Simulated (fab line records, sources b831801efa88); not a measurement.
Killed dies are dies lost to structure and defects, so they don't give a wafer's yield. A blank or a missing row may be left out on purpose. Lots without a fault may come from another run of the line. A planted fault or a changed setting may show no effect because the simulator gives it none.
fab line records | flow sky130
record lots=6 wafers=18 last_day=50
route steps=708 shown POLY_CUT@309 SD_P@320 PAD_OPEN@708
lots that met no fault: from a run of the same line without faults
start_h: hours from the record's first day to the start of the lot's first wafer shown | wait_h: hours since the lot's step before | " the same as in the row above | L1.1+2: a row that stands for several wafers | - no value, or no start given | * or withheld: withheld | < > ~ a bound
route shown NAME@n: a module of which the file shows steps, and the number in the route of the first | usual: mean/standard deviation of fault-free wafers | same: alike in all rows | chamber/n: place in a boat | sites: the reading at each site | _std_site: their standard deviation | _edge_site: outer sites' mean less inner sites' | radius_mm: how far each site lies from the wafer's centre | mask NAME#n: copy n | behind: the tool/chamber that last shaped the wafer | hold: why the lot was held/for how many hours/how that ended | device: the transistor (n, p or np) that didn't switch | end of line: the same wafers' tests at the end of the route | a step without rows: its recipe alone | killed: dies lost to structure and defects at the first sort, not the wafer's yield | map: a wafer's dies, x killed, . not, _ none there
set.NAME: the setting as run; set.NAME@STEP: as run at that earlier step | model.NAME: the simulator's own value behind a step, which no gauge read
lots at some steps of the route; a table a step, a row a wafer
services: from which hour (start_h, from the record's first day; less than 0 if before it) a tool's chamber was out of use, for how many hours, and why
## steps
# step SKY_POLY_CUT_COAT_02
# recipe resist=BARC temp_c=withheld time_s=withheld spin_rpm=3000 resist_thk_nm=60
# step SKY_POLY_CUT_COAT_03
# recipe resist=KrF-thick spin_rpm=3000 resist_thk_nm=450
# step SKY_POLY_CUT_SOFTBAKE_04
# recipe temp_c=100 time_s=90 resist=KrF-thick
# step SKY_POLY_CUT_EXPOSE_05
# recipe mask_id=NPCM na=0.8 source_shape=annular sigma_inner=0.55 sigma_outer=0.85 target_cd_nm=270 dose_mj=32
# step SKY_POLY_CUT_PEB_06
# recipe peb_temp_c=withheld peb_time_s=withheld resist=KrF-thick
# step SKY_POLY_CUT_DEVELOP_07
# recipe develop_time_s=60 resist=KrF-thick dev_temp_c=21
# step SKY_POLY_CUT_CD_MEAS_08
# recipe target_cd_nm=270
# usual cd_nm=270.0/1.2
# columns lot.wafer tool chamber start_h wait_h cd_nm
L638.2 cd_sem-02 - 638.08 - 269.8
L638.3 " - " " 269.6
L638.5 " - " " 268.7
L640.3 cd_sem-02 - 643.51 - 272.1
L640.4 " - " " 271.7
L640.6 " - " " 270.7
L646.2 cd_sem-02 - 684.19 - 269.5
L646.3 " - " " 269.7
L646.4 " - " " 270.7
L647.1 cd_sem-02 - 685.70 - 271.1
L647.2 " - " " 271.3
L647.5 " - " " 271.7
L652.1 cd_sem-01 - 738.17 - 267.5
L652.3 " - " " 268.4
L652.6 " - " " 267.8
L653.1 cd_sem-01 - 739.95 - 269.0
L653.3 " - " " 269.9
L653.5 " - " " 270.4
# step SKY_POLY_CUT_OVL_MEAS_09
# usual POLY_CUT_OVL=-1/5.2
# columns lot.wafer tool chamber start_h wait_h POLY_CUT_OVL[nm]
L638.2 overlay-02 - 638.19 0.1 -2
L638.3 " - " " -3
L638.5 " - " " -2
L640.3 overlay-01 - 643.60 0.1 -2
L640.4 " - " " -2
L640.6 " - " " 0
L646.2 overlay-01 - 684.29 0.1 -10
L646.3 " - " " -9
L646.4 " - " " -12
L647.1 overlay-01 - 685.82 0.1 1
L647.2 " - " " 4
L647.5 " - " " -4
L652.1 overlay-02 - 738.29 0.1 -6
L652.3 " - " " -7
L652.6 " - " " -8
L653.1 overlay-02 - 740.07 0.1 3
L653.3 " - " " -1
L653.5 " - " " 6
# step SKY_POLY_CUT_ETCH_10
# recipe chemistry=N2/H2 target=BARC ion_energy_ev=200 source_w=500 bias_w=100 pressure_mtorr=30 n2_flow_sccm=100 h2_flow_sccm=200 stop_on=SiO2 time_s=45.9 target_depth_a=600
# usual drypump_motor_current_A=5.8/0.36 oes_product_au=0.855/0.0043 throttle_valve_pct=13.225/0.0084
# columns lot.wafer tool chamber start_h wait_h drypump_motor_current_A oes_product_au rf_hours_counter_h throttle_valve_pct
L638.2 rie_diel-04 0 638.22 0.0 6.0 0.861 6 13.227
L638.3 " 2 " " 6.3 0.857 6 13.230
L638.5 " 2 " " 6.3 0.857 - 13.227
L640.3 rie_diel-04 3 643.62 0.0 5.8 0.856 15 13.226
L640.4 " 2 " " 6.3 0.852 6 13.226
L640.6 " 2 " " 6.3 0.860 - 13.221
L646.2 rie_diel-01 3 684.32 0.0 5.6 0.854 8 13.226
L646.3 " 0 " " 5.9 0.854 9 13.231
L646.4 " 1 " " 5.8 0.857 11 13.213
L647.1 rie_diel-02 1 685.86 0.0 6.2 0.856 8 13.235
L647.2 " 3 " " 5.7 0.855 6 13.222
L647.5 " 2 " " 6.0 0.859 - 13.210
L652.1 rie_diel-04 2 738.32 0.0 6.3 0.859 9 13.232
L652.3 " 3 " " 5.8 0.854 17 13.223
L652.6 " 0 " " 6.0 0.856 - 13.240
L653.1 rie_diel-04 2 740.11 0.0 6.2 0.856 9 13.233
L653.3 " 3 " " 5.8 0.851 17 13.222
L653.5 " 0 " " 6.0 0.852 - 13.221
# step SKY_POLY_CUT_ETCH_11
# recipe target=Si3N4 chemistry=CF4/CH2F2/Ar stop_on=poly-Si source_w=600 bias_w=150 pressure_mtorr=40 cf4_flow_sccm=40 ch2f2_flow_sccm=20 Ar_flow_sccm=150 time_s=42.5 target_depth_a=600
# usual drypump_motor_current_A=5.8/0.36 oes_product_au=0.831/0.0062 throttle_valve_pct=14.995/0.0084
# columns lot.wafer tool chamber start_h wait_h drypump_motor_current_A oes_product_au rf_hours_counter_h throttle_valve_pct
L638.2 rie_diel-04 0 638.26 0.0 6.0 0.824 6 14.992
L638.3 " 2 " " 6.3 0.835 6 14.984
L638.5 " 2 " " 6.3 0.826 - 15.000
L640.3 rie_diel-04 3 643.66 0.0 5.8 0.841 15 15.009
L640.4 " 2 " " 6.3 0.827 6 14.985
L640.6 " 2 " " 6.3 0.833 - 15.002
L646.2 rie_diel-01 3 684.36 0.0 5.6 0.843 8 14.998
L646.3 " 0 " " 5.9 0.834 9 14.992
L646.4 " 1 " " 5.8 0.835 11 14.997
L647.1 rie_diel-02 1 685.90 0.0 6.2 0.822 8 14.987
L647.2 " 3 " " 5.6 0.827 6 15.010
L647.5 " 2 " " 6.1 0.826 - 14.988
L652.1 rie_diel-04 2 738.36 0.0 6.3 0.839 9 14.998
L652.3 " 3 " " 5.8 0.835 17 14.986
L652.6 " 0 " " 6.0 0.837 - 15.002
L653.1 rie_diel-04 2 740.15 0.0 6.3 0.830 9 15.002
L653.3 " 3 " " 5.8 0.820 17 14.983
L653.5 " 0 " " 6.0 0.829 - 14.980
# step SKY_POLY_CUT_STRIP_12
# recipe chemistry=O2/N2 power_w=1400 pressure_mtorr=1500 platen_temp_c=withheld o2_flow_sccm=3000 n2_flow_sccm=300 overash_fraction=0.5
# usual drypump_motor_current_A=5.9/0.45 oes_product_au=0.453/0.0047 strip_time_to_endpoint_s=5.358/0.022
# columns lot.wafer tool chamber start_h wait_h drypump_motor_current_A oes_product_au rf_hours_counter_h strip_time_to_endpoint_s
L638.2 plasma_asher-02 0 638.30 0.0 6.5 0.464 53 5.394
L638.3 " 0 " " 6.5 0.454 - 5.359
L638.5 " 0 " " 6.5 0.457 - 5.354
L640.3 plasma_asher-02 1 643.74 0.1 5.8 0.453 - 5.359
L640.4 " 0 " " 6.5 0.451 - 5.361
L640.6 " 0 " " 6.5 0.462 - 5.373
L646.2 plasma_asher-02 0 684.40 0.0 6.5 0.448 58 5.333
L646.3 " 0 " " 6.5 0.459 - 5.357
L646.4 " 1 " " 5.8 0.451 - 5.349
L647.1 plasma_asher-01 1 685.94 0.0 5.3 0.454 22 5.394
L647.2 " 0 " " 6.1 0.451 22 5.375
L647.5 " 0 " " 6.1 0.456 - 5.369
L652.1 plasma_asher-02 0 738.40 0.0 6.5 0.450 64 5.344
L652.3 " 1 " " 5.8 0.458 - 5.382
L652.6 " 0 " " 6.5 0.449 - 5.371
L653.1 plasma_asher-02 1 740.19 0.0 5.8 0.454 65 5.327
L653.3 " 0 " " 6.5 0.447 - 5.329
L653.5 " 1 " " 5.8 0.449 - 5.326
# step SKY_SD_P_DEHYDRATE_00
# recipe temp_c=200 time_s=60
# step SKY_SD_P_HMDS_01
# recipe prime_time_s=60 prime_temp_c=120
# usual exhaust_pa=45.3/0.81 prime_temp_c=120.00/0.12
# columns lot.wafer tool chamber start_h wait_h exhaust_pa prime_temp_c
L638.2 litho_track-02 0 652.44 0.1 46.4 119.83
L638.3 " 0 " " 44.8 119.90
L638.5 " 0 " " 45.6 119.91
L640.3 litho_track-03 0 657.56 0.1 45.4 120.21
L640.4 " 0 " " 44.5 120.17
L640.6 " 0 " " 45.2 120.02
L646.2 litho_track-03 0 698.48 0.1 46.4 120.23
L646.3 " 0 " " 46.3 120.00
L646.4 " 0 " " 45.9 120.09
L647.1 litho_track-01 0 699.61 0.1 44.4 119.70
L647.2 " 0 " " 46.1 119.85
L647.5 " 0 " " 44.5 120.03
L652.1 litho_track-01 0 751.86 0.1 45.4 121.31
L652.3 " 0 " " 45.6 121.43
L652.6 " 0 " " 46.1 121.42
L653.1 litho_track-01 0 753.86 0.1 45.0 121.35
L653.3 " 0 " " 45.5 121.65
L653.5 " 0 " " 44.9 121.53
# step SKY_SD_P_COAT_02
# recipe resist=NOVOLAK spin_rpm=3000 resist_thk_nm=1140
# step SKY_PAD_OPEN_PROBE_99
# usual killed_at_M0_to_M3=43/6.8 killed_at_M4_up=3.0/1.8 killed_at_contacts=23/5.4 killed_at_front_end=15/4.4 killed_at_other=0.3/0.51 killed_dies=85/9.2 killed_open=47/6.8 killed_short=39/6.8
# same gross_dies=492 killed_at_back_side=0
# columns lot.wafer tool chamber start_h wait_h killed_at_M0_to_M3 killed_at_M4_up killed_at_contacts killed_at_front_end killed_at_other killed_dies killed_open killed_short
L638.2 prober-02 - 1128.52 0.1 38 2 24 13 0 77 43 34
L638.3 prober-02 - 1128.57 0.2 31 1 18 10 0 60 35 25
L638.5 prober-02 - 1128.67 0.2 48 2 17 8 1 76 40 36
L640.3 prober-02 - 1134.39 0.2 35 2 17 18 2 74 42 32
L640.4 prober-02 - 1134.44 0.2 39 1 19 14 1 74 35 39
L640.6 prober-02 - 1134.54 0.2 45 3 20 11 1 80 45 35
L646.2 prober-02 - 1162.83 0.1 44 5 22 16 1 88 53 35
L646.3 prober-02 - 1162.88 0.2 36 1 22 19 0 78 43 35
L646.4 prober-02 - 1162.93 0.2 37 2 23 26 0 88 50 38
L647.1 prober-01 - 1163.38 0.1 49 3 25 17 0 94 52 42
L647.2 prober-01 - 1163.43 0.1 58 3 31 12 0 104 61 43
L647.5 prober-01 - 1163.58 0.2 56 5 24 14 0 99 55 44
L652.1 prober-02 - 1191.54 0.1 51 2 19 18 0 90 56 34
L652.3 prober-02 - 1191.64 0.2 34 0 23 21 0 78 45 33
L652.6 prober-02 - 1191.79 0.2 46 3 21 7 0 77 41 36
L653.1 prober-02 - 1197.87 0.1 46 3 27 10 0 86 50 36
L653.3 prober-02 - 1197.97 0.2 45 6 22 13 0 86 47 39
L653.5 prober-02 - 1198.07 0.2 40 0 35 14 0 89 57 32
# killed by level:class
L638.2 VIA2:geometric_particle:open=10 LI_CONTACT:geometric_particle:open=9 CONTACT:geometric_particle:open=7 FIELD_ISO:geometric_particle:open=5 VIA1:geometric_particle:open=5 METAL1:geometric_particle:short=4 METAL2:geometric_particle:short=4 CONTACT:geometric_particle:short=4
L638.3 VIA1:geometric_particle:open=7 LI_CONTACT:geometric_particle:open=6 METAL2:geometric_particle:short=6 VIA3:geometric_particle:open=6 CONTACT:geometric_particle:open=5 CONTACT:geometric_particle:short=4 POLY_GATE:geometric_particle:open=4 VIA2:geometric_particle:open=4
L638.5 VIA1:geometric_particle:open=9 METAL2:geometric_particle:open=8 LI_CONTACT:geometric_particle:open=6 METAL1:geometric_particle:short=6 METAL2:geometric_particle:short=6 CONTACT:geometric_particle:open=5 METAL3:geometric_particle:short=5 VIA1:geometric_particle:short=4
L640.3 POLY_GATE:geometric_particle:open=8 VIA3:geometric_particle:open=6 CONTACT:geometric_particle:open=6 METAL2:geometric_particle:short=6 VIA1:geometric_particle:short=5 METAL1:geometric_particle:short=5 VIA1:geometric_particle:open=5 LI_CONTACT:geometric_particle:open=4
L640.4 VIA2:geometric_particle:open=8 METAL1:geometric_particle:short=8 CONTACT:geometric_particle:open=6 VIA3:geometric_particle:open=6 VIA1:geometric_particle:open=6 LOCAL_INTERCONNECT:geometric_particle:short=5 CONTACT:geometric_particle:short=5 FIELD_ISO:geometric_particle:short=4
L640.6 CONTACT:geometric_particle:open=13 VIA1:geometric_particle:open=9 METAL1:geometric_particle:short=7 VIA2:geometric_particle:open=6 METAL3:geometric_particle:short=5 POLY_GATE:geometric_particle:short=4 LI_CONTACT:geometric_particle:open=4 VIA1:geometric_particle:short=4
L646.2 VIA1:geometric_particle:open=18 CONTACT:geometric_particle:open=11 VIA2:geometric_particle:open=8 FIELD_ISO:geometric_particle:short=6 FIELD_ISO:geometric_particle:open=5 LI_CONTACT:geometric_particle:open=5 VIA1:geometric_particle:short=5 POLY_GATE:geometric_particle:short=4
L646.3 VIA1:geometric_particle:open=9 LI_CONTACT:geometric_particle:open=8 CONTACT:geometric_particle:open=7 FIELD_ISO:geometric_particle:open=6 VIA1:geometric_particle:short=5 LOCAL_INTERCONNECT:geometric_particle:short=5 FIELD_ISO:geometric_particle:short=4 METAL1:geometric_particle:short=4
L646.4 VIA1:geometric_particle:open=11 CONTACT:geometric_particle:open=9 FIELD_ISO:geometric_particle:short=6 CONTACT:geometric_particle:short=6 VIA1:geometric_particle:short=6 POLY_GATE:geometric_particle:open=5 VIA3:geometric_particle:open=5 FIELD_ISO:geometric_particle:open=4
L647.1 VIA1:geometric_particle:open=11 VIA2:geometric_particle:open=10 LI_CONTACT:geometric_particle:open=8 CONTACT:geometric_particle:open=8 VIA3:geometric_particle:open=8 FIELD_ISO:geometric_particle:short=7 METAL1:geometric_particle:short=6 VIA1:geometric_particle:short=6
L647.2 VIA1:geometric_particle:open=15 CONTACT:geometric_particle:open=11 LI_CONTACT:geometric_particle:open=10 METAL2:geometric_particle:short=9 VIA1:geometric_particle:short=8 VIA2:geometric_particle:open=8 VIA3:geometric_particle:open=7 CONTACT:geometric_particle:short=5
L647.5 VIA1:geometric_particle:open=15 VIA3:geometric_particle:open=10 LI_CONTACT:geometric_particle:open=9 METAL1:geometric_particle:short=8 VIA1:geometric_particle:short=8 CONTACT:geometric_particle:short=6 CONTACT:geometric_particle:open=6 VIA2:geometric_particle:open=5
L652.1 VIA1:geometric_particle:open=16 CONTACT:geometric_particle:open=11 VIA2:geometric_particle:open=7 VIA1:geometric_particle:short=6 FIELD_ISO:geometric_particle:open=5 POLY_GATE:geometric_particle:open=5 POLY_GATE:geometric_particle:short=5 LI_CONTACT:geometric_particle:open=5
L652.3 CONTACT:geometric_particle:open=8 VIA1:geometric_particle:open=7 FIELD_ISO:geometric_particle:short=6 LI_CONTACT:geometric_particle:open=5 VIA2:geometric_particle:open=5 VIA2:geometric_particle:short=5 FIELD_ISO:geometric_particle:open=4 POLY_GATE:geometric_particle:short=4
L652.6 VIA1:geometric_particle:open=9 VIA1:geometric_particle:short=8 METAL2:geometric_particle:short=8 CONTACT:geometric_particle:open=7 VIA2:geometric_particle:open=6 VIA3:geometric_particle:open=6 METAL1:geometric_particle:short=5 LI_CONTACT:geometric_particle:open=5
L653.1 VIA3:geometric_particle:open=12 CONTACT:geometric_particle:open=11 VIA1:geometric_particle:open=11 VIA2:geometric_particle:open=8 FIELD_ISO:geometric_particle:short=5 LI_CONTACT:geometric_particle:short=4 LI_CONTACT:geometric_particle:open=4 LOCAL_INTERCONNECT:geometric_particle:short=4
L653.3 VIA2:geometric_particle:open=10 CONTACT:geometric_particle:open=9 VIA1:geometric_particle:open=6 METAL2:geometric_particle:short=6 VIA3:geometric_particle:open=6 CONTACT:geometric_particle:short=5 METAL1:geometric_particle:short=5 LOCAL_INTERCONNECT:geometric_particle:short=4
L653.5 LI_CONTACT:geometric_particle:open=11 VIA1:geometric_particle:open=9 CONTACT:geometric_particle:open=8 VIA2:geometric_particle:open=8 CONTACT:geometric_particle:short=6 LOCAL_INTERCONNECT:geometric_particle:short=5 VIA3:geometric_particle:open=5 FIELD_ISO:geometric_particle:open=4
## services
# columns tool chamber start_h hours kind
rie_diel-04 - 623.10 0.8 repair
plasma_asher-01 - 626.74 44.3 repair
rie_diel-02 - 640.37 2.8 pm
rie_diel-04 - 683.24 2.8 pm
rie_diel-02 3 693.94 4.8 repair
rie_diel-01 2 700.56 2.5 repair
rie_diel-01 - 744.40 0.3 repair
## key
first_sign step=SKY_SD_P_HMDS_01 reading=prime_temp_c direction=up sigmas=12 usual=* struck=*
effect none on later readings
met_at SKY_SD_P_HMDS_01
struck_wafers L652.1,L652.3,L652.6,L653.1,L653.3,L653.5
tester_left_out L652,L653
onset_between 699.61 751.86
fault kind=process_parameter_drift tool=litho_track-01 chamber=- onset_h=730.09 steps=SKY_SD_P_HMDS_01 channel=prime_temp_c offset=* shape=step end_h=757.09 acts_in=* stated=*
# tester_left_out: of these lots the tester's yield and bins aren't shown, on N5 and GAA mostly nor the transistor test; their killed dies are dies lost to structure and defects alone, not to doping, threshold or leakage, so they don't give the yield
